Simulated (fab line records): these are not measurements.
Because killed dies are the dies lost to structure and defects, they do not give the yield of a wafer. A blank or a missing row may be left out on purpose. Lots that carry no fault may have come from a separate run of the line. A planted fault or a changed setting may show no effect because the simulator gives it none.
fab line records	flow sky130
[record] lots = 12	wafers = 36	last_day = 50
route steps=708 shown SONOS_ONO@183 LDD_HVP@285 CONTACT@425 METAL1@436 PAD_OPEN@708
lots untouched by any fault: they come from a run of this same line in which no faults occurred
start_h: hours from the record's first day to the start of the lot's first wafer shown	wait_h: hours elapsed since this lot's preceding step	" identical to the entry in the row above	L1.1+2: a single row standing in for several wafers	- no value present, or no start provided	* or withheld: withheld	< > ~ a bound
route shown NAME@n: names a module that has steps shown in the file, with the first one's number in the route	usual: mean/standard deviation taken from wafers without a fault	same: alike in all rows	chamber/n: place in a boat	sites: readings site by site	_std_site: standard deviation across them	_edge_site: the outer-site mean with the inner-site mean subtracted	radius_mm: how far each site lies from the wafer's centre	mask NAME#n: copy n	behind: the tool/chamber that last shaped the wafer	hold: why the lot went on hold/how many hours it stayed there/how the hold came to an end	device: the n, p or np transistor that did not switch	end of line: the same wafers' tests at the end of the route	a step without rows: its recipe alone	killed: the dies lost at the first sort to structure and to defects; this is not the yield of the wafer	map: the dies of a wafer, with x for killed, . for not killed, _ for no die there
set.NAME: the setting the step ran with; set.NAME@STEP: the setting that earlier step ran with	model.NAME: the simulator's own value behind a step, which no gauge read
one table for each step of the route and one row for each wafer, over a sample of lots
services: when a tool's chamber went out of use (start_h, in hours from the record's first day, below 0 if earlier), for how many hours, and the reason
[[steps]]
[step SKY_SONOS_ONO_ETCH_15]
[recipe] target_depth_nm = 19.52	chemistry = CHF3/O2	source_w = 600	bias_w = 200	pressure_mtorr = 40	chf3_flow_sccm = 50	O2_flow_sccm = 5	time_s = 8.167
[usual] chf3_flow_sccm = 49.99/0.15	drypump_motor_current_A = 5.7/0.56	oes_product_au = 1.004/0.0082	throttle_valve_pct = 8.825/0.009
lot.wafer	tool	chamber	start_h	wait_h	chf3_flow_sccm	drypump_motor_current_A	oes_product_au	rf_hours_counter_h	throttle_valve_pct
L890.2	rie_diel-01	3	290.74	0.0	50.04	5.1	1.005	63	8.828
L890.5	"	0	"	"	50.03	5.9	1.003	-	8.811
L890.6	"	1	"	"	50.09	5.6	0.997	-	8.816
L891.2	rie_diel-02	1	295.41	0.0	50.51	6.5	1.000	2	8.817
L891.4	"	0	"	"	50.17	4.8	1.008	-	8.821
L891.5	"	2	"	"	49.96	5.4	1.002	-	8.823
L892.1	rie_diel-01	3	302.89	0.0	49.77	5.1	1.009	63	8.818
L892.4	"	2	"	"	49.84	5.4	1.000	-	8.841
L892.5	"	0	"	"	49.77	6.0	1.005	-	8.820
L894.4	rie_diel-01	0	320.48	0.0	50.09	5.9	1.005	49	8.823
L894.5	"	1	"	"	49.83	5.6	0.995	-	8.813
L894.6	"	0	"	"	49.90	5.9	0.995	-	8.815
L895.1	rie_diel-04	3	328.44	0.0	50.08	5.9	1.002	2	8.818
L895.3	"	2	"	"	49.95	6.5	1.021	116	8.840
L895.4	"	0	"	"	49.99	5.7	1.020	59	8.825
L897.2	rie_diel-04	0	345.19	0.0	49.85	5.7	1.012	60	8.826
L897.5	"	3	"	"	49.84	5.9	1.015	-	8.828
L897.6	"	0	"	"	49.82	5.7	1.014	-	8.820
L898.1	rie_diel-02	1	354.83	0.0	50.05	6.5	0.999	4	8.814
L898.2	"	2	"	"	50.03	5.4	0.995	40	8.834
L898.6	"	3	"	"	49.92	4.7	0.994	-	8.818
L902.2	rie_diel-01	1	388.04	0.0	50.15	5.6	1.002	5	8.830
L902.4	"	0	"	"	49.84	5.9	1.022	50	8.840
L902.6	"	3	"	"	50.04	5.1	1.017	-	8.814
L907.1	rie_diel-04	2	432.08	0.0	50.09	6.5	0.999	1	8.840
L907.4	"	3	"	"	49.65	5.9	1.000	4	8.838
L907.6	"	2	"	"	49.91	6.5	1.009	-	8.836
L909.3	rie_diel-04	0	452.98	0.0	49.79	5.7	1.050	62	8.833
L909.4	"	2	"	"	50.00	6.5	1.048	1	8.830
L909.6	"	2	"	"	49.97	6.5	1.039	-	8.857
L910.1	rie_diel-02	1	453.86	0.0	50.07	6.5	1.012	5	8.833
L910.2	"	2	"	"	50.04	5.4	0.999	41	8.832
L910.6	"	3	"	"	50.05	4.7	1.008	-	8.840
L911.1	rie_diel-04	3	463.30	0.0	49.84	5.9	1.034	4	8.841
L911.4	"	0	"	"	50.08	5.7	1.046	62	8.844
L911.6	"	1	"	"	50.04	6.2	1.038	-	8.833
[step SKY_LDD_HVP_OVL_MEAS_07]
[usual] LDD_HVP_OVL = -0.3/1.2
lot.wafer	tool	chamber	start_h	wait_h	LDD_HVP_OVL[nm]
L890.2	overlay-02	-	506.19	0.1	-0.3
L890.5	"	-	"	"	-0.9
L890.6	"	-	"	"	-1.6
L891.2	overlay-01	-	510.38	0.1	0.0
L891.4	"	-	"	"	-1.4
L891.5	"	-	"	"	-1.1
L892.1	overlay-01	-	518.18	0.1	-1.8
L892.4	"	-	"	"	-3.0
L892.5	"	-	"	"	-2.4
L894.4	overlay-02	-	542.45	0.1	-2.4
L894.5	"	-	"	"	0.5
L894.6	"	-	"	"	0.6
L895.1	overlay-01	-	546.23	0.1	0.4
L895.3	"	-	"	"	0.3
L895.4	"	-	"	"	0.8
L897.2	overlay-01	-	568.84	0.1	-1.2
L897.5	"	-	"	"	-1.4
L897.6	"	-	"	"	-1.3
L898.1	overlay-02	-	576.78	0.1	-0.7
L898.2	"	-	"	"	-0.8
L898.6	"	-	"	"	0.3
L902.2	overlay-01	-	610.28	0.1	-1.4
L902.4	"	-	"	"	0.9
L902.6	"	-	"	"	1.6
L907.1	overlay-01	-	654.68	0.1	1.6
L907.4	"	-	"	"	1.0
L907.6	"	-	"	"	-0.4
L909.3	overlay-02	-	669.84	0.1	-1.1
L909.4	"	-	"	"	-0.5
L909.6	"	-	"	"	-0.8
L910.1	overlay-02	-	689.23	0.1	0.6
L910.2	"	-	"	"	1.8
L910.6	"	-	"	"	2.3
L911.1	overlay-02	-	690.33	0.1	0.8
L911.4	"	-	"	"	-2.7
L911.6	"	-	"	"	-0.7
[step SKY_CONTACT_STRIP_19]
[recipe] chemistry = O2/N2	power_w = 1400	pressure_mtorr = 1500	platen_temp_c = withheld	o2_flow_sccm = 3000	n2_flow_sccm = 300	overash_fraction = 0.5
[usual] drypump_motor_current_A = 5.6/0.53	o2_flow_sccm = 2999/9	oes_product_au = 0.380/0.0048	strip_time_to_endpoint_s = 3.58/0.032
lot.wafer	tool	chamber	start_h	wait_h	drypump_motor_current_A	o2_flow_sccm	oes_product_au	rf_hours_counter_h	strip_time_to_endpoint_s
L890.2	plasma_asher-01	1	751.77	-	5.6	2988	0.376	33	3.60
L890.5	"	0	"	"	6.4	2994	0.382	-	3.59
L890.6	"	1	"	"	5.6	3010	0.382	-	3.60
L891.2	plasma_asher-02	1	752.12	-	6.1	3005	0.377	62	3.64
L891.4	"	1	"	"	6.1	3000	0.385	-	3.64
L891.5	"	0	"	"	5.0	3005	0.391	-	3.62
L892.1	plasma_asher-02	1	755.22	-	6.1	2993	0.376	62	3.57
L892.4	"	0	"	"	5.0	2994	0.382	-	3.57
L892.5	"	0	"	"	5.0	2996	0.379	-	3.59
L894.4	plasma_asher-04	1	775.40	-	5.2	3008	0.379	-	3.60
L894.5	"	1	"	"	5.2	3019	0.391	-	3.61
L894.6	"	0	"	"	5.0	2998	0.378	-	3.61
L895.1	plasma_asher-02	1	781.57	-	6.1	3016	0.374	65	3.58
L895.3	"	0	"	"	5.0	2991	0.385	-	3.58
L895.4	"	1	"	"	6.1	3019	0.385	-	3.61
L897.2	plasma_asher-01	1	800.67	-	5.7	3008	0.384	38	3.50
L897.5	"	1	"	"	5.7	2992	0.379	-	3.59
L897.6	"	0	"	"	6.3	3009	0.383	-	3.59
L898.1	plasma_asher-01	1	807.17	-	5.7	2997	0.375	38	3.54
L898.2	"	0	"	"	6.3	3000	0.374	38	3.59
L898.6	"	1	"	"	5.6	3000	0.371	-	3.57
L902.2	plasma_asher-01	0	840.78	-	6.3	3004	0.380	42	3.61
L902.4	"	1	"	"	5.7	2997	0.377	-	3.62
L902.6	"	0	"	"	6.3	2981	0.382	-	3.60
L907.1	plasma_asher-02	1	876.37	-	6.1	2999	0.381	75	3.61
L907.4	"	1	"	"	6.1	2986	0.377	-	3.55
L907.6	"	0	"	"	5.0	2998	0.383	-	3.62
L909.3	plasma_asher-01	1	894.10	-	5.6	3007	0.379	-	3.64
L909.4	"	0	"	"	6.3	3004	0.380	-	3.65
L909.6	"	0	"	"	6.4	2991	0.373	-	3.65
L910.1	plasma_asher-04	1	908.72	-	5.2	2990	0.382	110	3.62
L910.2	"	0	"	"	5.0	2994	0.378	110	3.59
L910.6	"	0	"	"	5.0	3002	0.391	-	3.62
L911.1	plasma_asher-04	0	910.27	-	5.0	2994	0.385	110	3.59
L911.4	"	1	"	"	5.2	2995	0.377	-	3.64
L911.6	"	0	"	"	5.0	3001	0.390	-	3.66
[step SKY_METAL1_SPUTTER_02]
[recipe] material = AlCu	target_thk_nm = 250	power_w = 10600	time_s = 13.3	chamber_pressure_pa = 0.4
[usual] throttle_valve_pct = 30.0/1.1
lot.wafer	tool	chamber	start_h	wait_h	throttle_valve_pct
L890.2	pvd_sputter-02	-	753.18	0.0	30.2
L890.5	"	-	"	"	30.1
L890.6	"	-	"	"	29.0
L891.2	pvd_sputter-04	-	753.59	0.0	30.9
L891.4	"	-	"	"	29.7
L891.5	"	-	"	"	28.7
L892.1	pvd_sputter-02	-	756.63	0.0	29.3
L892.4	"	-	"	"	29.7
L892.5	"	-	"	"	29.2
L894.4	pvd_sputter-02	-	776.66	0.0	29.5
L894.5	"	-	"	"	29.6
L894.6	"	-	"	"	29.8
L895.1	pvd_sputter-04	-	783.27	0.0	29.6
L895.3	"	-	"	"	30.8
L895.4	"	-	"	"	28.5
L897.2	pvd_sputter-04	-	801.99	0.0	30.9
L897.5	"	-	"	"	29.6
L897.6	"	-	"	"	31.8
L898.1	pvd_sputter-01	-	808.47	0.0	29.7
L898.2	"	-	"	"	29.5
L898.6	"	-	"	"	29.9
L902.2	pvd_sputter-04	-	842.10	0.0	28.9
L902.4	"	-	"	"	29.7
L902.6	"	-	"	"	30.6
L907.1	pvd_sputter-02	-	877.69	0.0	29.7
L907.4	"	-	"	"	29.2
L907.6	"	-	"	"	29.8
L909.3	pvd_sputter-04	-	895.39	0.0	32.1
L909.4	"	-	"	"	28.8
L909.6	"	-	"	"	31.7
L910.1	pvd_sputter-04	-	910.02	0.0	28.6
L910.2	"	-	"	"	29.6
L910.6	"	-	"	"	31.9
L911.1	pvd_sputter-04	-	911.57	0.0	28.9
L911.4	"	-	"	"	31.7
L911.6	"	-	"	"	31.5
[step SKY_PAD_OPEN_PROBE_99]
[usual] killed_at_M0_to_M3 = 45/6.8	killed_at_M4_up = 3.1/2	killed_at_contacts = 23/5.2	killed_at_front_end = 14/3.7	killed_at_other = 0.3/0.61	killed_dies = 86/9	killed_open = 46/6.9	killed_short = 39/6.4
[same] gross_dies = 492	killed_at_back_side = 0
lot.wafer	tool	chamber	start_h	wait_h	killed_at_M0_to_M3	killed_at_M4_up	killed_at_contacts	killed_at_front_end	killed_at_other	killed_dies	killed_open	killed_short
L902.2	prober-02	-	1151.41	0.1	57	0	28	15	0	100	49	49
L902.4	prober-02	-	1151.51	0.2	55	2	20	6	0	83	41	42
L902.6	prober-02	-	1151.61	0.2	39	3	21	11	1	75	41	32
// killed by level:class
L902.2 VIA1:geometric_particle:open=15 VIA1:geometric_particle:short=8 CONTACT:geometric_particle:open=7 POLY_GATE:geometric_particle:short=6 LI_CONTACT:geometric_particle:open=6 METAL2:geometric_particle:short=6 VIA2:geometric_particle:open=6 METAL1:geometric_particle:short=5
L902.4 VIA1:geometric_particle:open=10 VIA2:geometric_particle:open=9 VIA1:geometric_particle:short=7 CONTACT:geometric_particle:open=7 METAL1:geometric_particle:short=7 METAL3:geometric_particle:short=6 METAL2:geometric_particle:short=6 LI_CONTACT:geometric_particle:open=5
L902.6 CONTACT:geometric_particle:open=9 VIA1:geometric_particle:open=7 VIA3:geometric_particle:open=6 VIA2:geometric_particle:open=6 METAL2:geometric_particle:short=5 LOCAL_INTERCONNECT:geometric_particle:short=4 CONTACT:geometric_particle:short=4 VIA3:geometric_particle:short=4
[[services]]
tool	chamber	start_h	hours	kind
pvd_sputter-02	-	287.60	0.7	repair
rie_diel-01	1	301.13	2.4	repair
rie_diel-04	0	313.36	12.2	repair
rie_diel-04	2	317.06	8.1	repair
plasma_asher-01	-	340.88	14.6	pm
pvd_sputter-02	-	373.73	3.7	repair
rie_diel-01	-	394.28	14.6	pm
rie_diel-04	-	408.14	2.8	pm
plasma_asher-01	-	421.25	9.0	pm
rie_diel-01	2	457.86	2.3	repair
pvd_sputter-02	-	486.36	1.2	repair
rie_diel-01	0	494.47	5.9	repair
rie_diel-04	0	505.82	11.5	repair
plasma_asher-02	-	514.41	2.8	pm
rie_diel-01	1	526.91	9.2	repair
rie_diel-04	2	543.76	16.2	repair
plasma_asher-01	-	545.91	7.1	repair
pvd_sputter-04	-	548.90	4.6	repair
pvd_sputter-04	-	611.12	3.5	repair
pvd_sputter-04	-	629.63	1.0	repair
rie_diel-04	-	664.16	1.2	repair
rie_diel-04	2	750.60	20.0	repair
rie_diel-04	-	758.74	0.9	repair
plasma_asher-01	-	908.18	2.8	pm
[[key]]
[first_sign] step = SKY_SONOS_ONO_ETCH_15	reading = oes_product_au	direction = up	sigmas = 4.7	usual = 1.004	struck = 1.042
[effect] step = SKY_SONOS_ONO_ETCH_15	reading = throttle_valve_pct	direction = up	sigmas = 1.6	usual = 8.825	struck = 8.840
met_at SKY_SONOS_ONO_ETCH_15
struck_lots L909,L911
tester_left_out L909,L911
not_acting_at SKY_LDD_HVP_OVL_MEAS_07,SKY_CONTACT_STRIP_19,SKY_METAL1_SPUTTER_02
onset_between 432.08 452.98
[fault] kind = process_parameter_drift	tool = rie_diel-04	chamber = -	onset_h = 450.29	steps = SKY_SONOS_ONO_ETCH_15	channel = bias_w	offset = 34.747	shape = step	end_h = 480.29	acts_in = these_recipes_only	stated = 200
// tester_left_out: of these lots the tester's yield and bins aren't shown, on N5 and GAA mostly nor the transistor test; their killed dies are dies lost to structure and defects alone, not to doping, threshold or leakage, so they don't give the yield
